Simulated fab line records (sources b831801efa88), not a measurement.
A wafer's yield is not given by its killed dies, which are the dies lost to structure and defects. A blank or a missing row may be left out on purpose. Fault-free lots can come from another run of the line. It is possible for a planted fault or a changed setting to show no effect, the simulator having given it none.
Tool commonality check || flow gf180mcu || 14 lots and 42 wafers in the sample

## REASON IT WAS OPENED
Of 14 lots, 2 have the reading HV_LDD_OVL flagged at GF_HV_LDD_OVL_MEAS_08. No-fault wafers: -0.2 nm, standard deviation 1.4.
Rule: a lot is flagged when every wafer of it that has a number lies more than 4 standard deviations from that mean, or none has a number. All remaining lots are regarded as sound.

{"lot": "L625", "measured": "day 10 05:13", "on": "overlay-01", "HV_LDD_OVL (nm), wafer by wafer": "2.3 1.3 0.5", "flag": ""}
{"lot": "L626", "measured": "day 10 11:10", "on": "overlay-02", "HV_LDD_OVL (nm), wafer by wafer": "-2.0 0.0 -1.2", "flag": ""}
{"lot": "L628", "measured": "day 11 00:28", "on": "overlay-02", "HV_LDD_OVL (nm), wafer by wafer": "-0.1 1.4 -1.4", "flag": ""}
{"lot": "L629", "measured": "day 11 05:27", "on": "overlay-02", "HV_LDD_OVL (nm), wafer by wafer": "-1.2 0.2 -3.1", "flag": ""}
{"lot": "L630", "measured": "day 11 14:55", "on": "overlay-01", "HV_LDD_OVL (nm), wafer by wafer": "0.1 -0.6 -2.2", "flag": ""}
{"lot": "L633", "measured": "day 12 10:21", "on": "overlay-01", "HV_LDD_OVL (nm), wafer by wafer": "-0.4 0.0 1.2", "flag": ""}
{"lot": "L637", "measured": "day 13 13:46", "on": "overlay-02", "HV_LDD_OVL (nm), wafer by wafer": "-1.1 -2.2 -1.2", "flag": ""}
{"lot": "L638", "measured": "day 14 02:30", "on": "overlay-01", "HV_LDD_OVL (nm), wafer by wafer": "-2.3 -2.0 -1.0", "flag": ""}
{"lot": "L639", "measured": "day 14 06:46", "on": "overlay-02", "HV_LDD_OVL (nm), wafer by wafer": "-2.0 -2.0 -1.4", "flag": ""}
{"lot": "L642", "measured": "day 15 04:04", "on": "overlay-01", "HV_LDD_OVL (nm), wafer by wafer": "-0.3 1.7 -1.3", "flag": ""}
{"lot": "L644", "measured": "day 15 19:58", "on": "overlay-02", "HV_LDD_OVL (nm), wafer by wafer": "-93.5 -91.8 -92.9", "flag": "FLAGGED"}
{"lot": "L646", "measured": "day 16 11:04", "on": "overlay-01", "HV_LDD_OVL (nm), wafer by wafer": "2.1 2.4 1.1", "flag": ""}
{"lot": "L647", "measured": "day 16 22:10", "on": "overlay-02", "HV_LDD_OVL (nm), wafer by wafer": "1.5 -0.3 1.6", "flag": ""}
{"lot": "L648", "measured": "day 17 01:30", "on": "overlay-02", "HV_LDD_OVL (nm), wafer by wafer": "-93.1 -94.6 -95.3", "flag": "FLAGGED"}
On average the flagged lots' numbers are -93.5 nm, which is -93.3 nm against the usual, or -67 standard deviations.

## TOOL THAT RAN EACH LOT
The record holds 1 process step before the reading, out of a route of 602 steps. In each cell: the tool, then ch and the chambers that the sampled wafers went through, then the start.
{"lot": "L625", "flag": "", "GF_HV_LDD_EXPOSE_04": "ilineStepper-01 ch 0, day 9 20:37"}
{"lot": "L626", "flag": "", "GF_HV_LDD_EXPOSE_04": "ilineStepper-01 ch 0, day 10 02:14"}
{"lot": "L628", "flag": "", "GF_HV_LDD_EXPOSE_04": "ilineStepper-01 ch 0, day 10 15:43"}
{"lot": "L629", "flag": "", "GF_HV_LDD_EXPOSE_04": "ilineStepper-01 ch 0, day 10 19:52"}
{"lot": "L630", "flag": "", "GF_HV_LDD_EXPOSE_04": "ilineStepper-02 ch 0, day 11 06:03"}
{"lot": "L633", "flag": "", "GF_HV_LDD_EXPOSE_04": "ilineStepper-01 ch 0, day 12 00:44"}
{"lot": "L637", "flag": "", "GF_HV_LDD_EXPOSE_04": "ilineStepper-01 ch 0, day 13 04:01"}
{"lot": "L638", "flag": "", "GF_HV_LDD_EXPOSE_04": "ilineStepper-02 ch 0, day 13 15:23"}
{"lot": "L639", "flag": "", "GF_HV_LDD_EXPOSE_04": "ilineStepper-02 ch 0, day 13 20:11"}
{"lot": "L642", "flag": "", "GF_HV_LDD_EXPOSE_04": "ilineStepper-02 ch 0, day 14 17:28"}
{"lot": "L644", "flag": "FLAGGED", "GF_HV_LDD_EXPOSE_04": "ilineStepper-02 ch 0, day 15 08:52"}
{"lot": "L646", "flag": "", "GF_HV_LDD_EXPOSE_04": "ilineStepper-01 ch 0, day 15 23:53"}
{"lot": "L647", "flag": "", "GF_HV_LDD_EXPOSE_04": "ilineStepper-01 ch 0, day 16 10:40"}
{"lot": "L648", "flag": "FLAGGED", "GF_HV_LDD_EXPOSE_04": "ilineStepper-02 ch 0, day 16 13:47"}
What the steps here do:
- GF_HV_LDD_EXPOSE_04: exposes mask Nplus LV AREA, target cd 400 nm.
- GF_HV_LDD_OVL_MEAS_08

## FLAGGED OVER TOTAL, TOOL BY TOOL (the gauges that took the reading come last)
{"step": "GF_HV_LDD_EXPOSE_04", "tool": "ilineStepper-01", "lots run": 8, "flagged": 0, "share of the flagged lots": "none", "sound lots run after its first flagged lot": "-"}
{"step": "GF_HV_LDD_EXPOSE_04", "tool": "ilineStepper-02", "lots run": 6, "flagged": 2, "share of the flagged lots": "all", "sound lots run after its first flagged lot": 0}
{"step": "GF_HV_LDD_OVL_MEAS_08", "tool": "overlay-01", "lots run": 6, "flagged": 0, "share of the flagged lots": "none", "sound lots run after its first flagged lot": "-"}
{"step": "GF_HV_LDD_OVL_MEAS_08", "tool": "overlay-02", "lots run": 8, "flagged": 2, "share of the flagged lots": "all", "sound lots run after its first flagged lot": "1 (L647)"}

## WHAT IS ALLOWED BY THE TABLE
Table rows that saw every flagged lot: 2, namely ilineStepper-02 at GF_HV_LDD_EXPOSE_04 and overlay-02 at GF_HV_LDD_OVL_MEAS_08.
- ilineStepper-02 at GF_HV_LDD_EXPOSE_04 ran 6 lots, 2 of them flagged. Its last sound lot is L642 (day 14 17:28), its first flagged lot L644 (day 15 08:52): a fault that began between those two fits.
- overlay-02 at GF_HV_LDD_OVL_MEAS_08 ran 8 lots, 2 of them flagged. Lots that were sound ran on it after the first flagged one (L647); a persistent fault on the entire tool would not allow that.
ilineStepper-02 at GF_HV_LDD_EXPOSE_04 is the single tool remaining.

## WHAT THE SIMULATOR HAD INSERTED
Scanner matching overlay: ilineStepper-02, from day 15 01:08 on, at GF_HV_LDD_EXPOSE_04. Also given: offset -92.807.
Lots struck among those shown: L644, L648. The rule given above showed the same thing.
